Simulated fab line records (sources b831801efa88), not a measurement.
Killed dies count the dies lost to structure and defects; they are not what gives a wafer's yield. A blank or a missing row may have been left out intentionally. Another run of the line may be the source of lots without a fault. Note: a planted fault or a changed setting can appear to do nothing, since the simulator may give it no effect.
Which of the tools did it? | flow sky130 | Sampling: 13 lots, 39 wafers, 3 of 708 route steps

WHAT EACH GAUGE READ, for each wafer
SKY_LI_CONTACT_CD_MEAS_12: target cd 170 nm.
lot  | measured     | on        | cd nm (nm)
L833 | day 28 14:29 | cd sem-01 | 170.2 171.6 169.5
L835 | day 29 15:46 | cd sem-02 | 171.1 169.6 169.9
L836 | day 29 20:02 | cd sem-02 | 168.7 167.3 170.0
L837 | day 30 12:02 | cd sem-02 | 169.7 171.0 171.5
L838 | day 30 13:55 | cd sem-01 | 166.9 168.9 168.8
L839 | day 31 01:29 | cd sem-02 | 171.2 170.3 170.1
L840 | day 31 08:07 | cd sem-01 | 173.6 173.4 173.4
L843 | day 32 20:27 | cd sem-01 | 167.2 167.4 167.3
L845 | day 33 14:29 | cd sem-01 | 134.8 136.3 134.2
L849 | day 35 00:02 | cd sem-02 | 170.3 169.6 170.1
L850 | day 35 02:49 | cd sem-01 | 169.3 170.0 168.8
L855 | day 36 15:22 | cd sem-01 | 170.0 167.6 169.2
L856 | day 37 07:02 | cd sem-02 | 168.9 168.4 168.4

WHAT TOOL EACH LOT RAN ON (gives the tool, then ch and the chambers of the sampled wafers, and finally the start)
lot  | SKY_LI_CONTACT_CMP_02         | SKY_LI_CONTACT_EXPOSE_09
L833 | cmp-02 ch 1,2,3, day 27 09:23 | krf scanner-02 ch 0, day 28 00:07
L835 | cmp-02 ch 0,2,3, day 28 12:07 | krf scanner-01 ch 0, day 29 02:23
L836 | cmp-01 ch 0,1,2, day 28 16:01 | krf scanner-02 ch 0, day 29 06:37
L837 | cmp-02 ch 0,3, day 29 07:52   | krf scanner-02 ch 0, day 29 22:25
L838 | cmp-01 ch 1,2,3, day 29 10:31 | krf scanner-02 ch 0, day 30 00:55
L839 | cmp-02 ch 0,2, day 29 21:40   | krf scanner-02 ch 0, day 30 12:27
L840 | cmp-01 ch 0,3, day 30 05:19   | krf scanner-02 ch 0, day 30 19:01
L843 | cmp-02 ch 1,2, day 31 17:46   | krf scanner-01 ch 0, day 32 06:52
L845 | cmp-01 ch 1,2,3, day 32 11:22 | krf scanner-02 ch 0, day 33 01:37
L849 | cmp-01 ch 0,1, day 33 21:18   | krf scanner-02 ch 0, day 34 10:46
L850 | cmp-02 ch 0,3, day 34 00:52   | krf scanner-02 ch 0, day 34 14:08
L855 | cmp-01 ch 0,1,3, day 35 12:55 | krf scanner-02 ch 0, day 36 02:32
L856 | cmp-01 ch 2,3, day 36 04:34   | krf scanner-01 ch 0, day 36 18:00
- SKY_LI_CONTACT_CMP_02: polishes PSG.
- SKY_LI_CONTACT_EXPOSE_09: exposes mask LICM1, target cd 170 nm.

AS READ BY THE TOOLS THEMSELVES (means over the sampled wafers that have a number; for cases with no such wafer, the mark the record gives instead)
SKY_LI_CONTACT_CMP_02.
lot  | tool   | motor current A (A) | platen rpm (rpm) | retaining ring pressure frac | slurry filter dp kPa (kPa) | time to endpoint s (s)
L833 | cmp-02 | 11.4                | 60.00            | 1.001                        | 13.39                      | 32.3
L835 | cmp-02 | 12.3                | 60.01            | 1.002                        | 13.41                      | 33.2
L836 | cmp-01 | 12.6                | 60.01            | 1.001                        | 13.43                      | 32.0
L837 | cmp-02 | 11.7                | 60.05            | 0.998                        | 13.65                      | 36.1
L838 | cmp-01 | 13.1                | 60.03            | 0.997                        | 13.43                      | 31.9
L839 | cmp-02 | 13.2                | 60.01            | 1.002                        | 13.48                      | 30.7
L840 | cmp-01 | 11.7                | 59.99            | 1.003                        | 13.45                      | 34.8
L843 | cmp-02 | 12.5                | 60.02            | 0.997                        | 13.50                      | 32.7
L845 | cmp-01 | 13.0                | 60.01            | 1.003                        | 13.33                      | 29.8
L849 | cmp-01 | 12.1                | 60.05            | 1.001                        | 13.48                      | 33.3
L850 | cmp-02 | 12.3                | 60.03            | 1.003                        | 13.43                      | 31.5
L855 | cmp-01 | 12.1                | 60.03            | 0.998                        | 13.47                      | 32.3
L856 | cmp-01 | 12.5                | 60.00            | 1.006                        | 13.44                      | 32.5

THE ANSWER, worked out from the rows above alone
Rule: the usual values come from the lots themselves. The widest of any qualifying gaps counts: lots, ordered by their means at a reading, are off when they make up no more than a third of the lots, leave a main group of 4 or more, and stand apart from it by 3 or more times the standard deviation of that group's means. If all means in a main group match to the digits the tables above print for the reading, that group is not used. A lot without any number at a reading at which 4 lots or more have one is off too. Any other lot the step has rows for is counted as sound. The gauges are gone through in route order, then the tools' own readings, and for those a lot's mean is taken as printed above. At the first step where some lot is off, the reading lying furthest off is the one used; lots without a number count as furthest.
Off at SKY_LI_CONTACT_CD_MEAS_12 (cd nm): L845. For the main group the mean is 169.7 nm and the standard deviation 1.5.
If a tool, at a process step before that reading, ran all the lots that are off and no sound lot after the first of them, it fits. The gauges at SKY_LI_CONTACT_CD_MEAS_12 are tried like those tools. Of those tried, none fits.

WHAT THE SIMULATOR HAD INSERTED
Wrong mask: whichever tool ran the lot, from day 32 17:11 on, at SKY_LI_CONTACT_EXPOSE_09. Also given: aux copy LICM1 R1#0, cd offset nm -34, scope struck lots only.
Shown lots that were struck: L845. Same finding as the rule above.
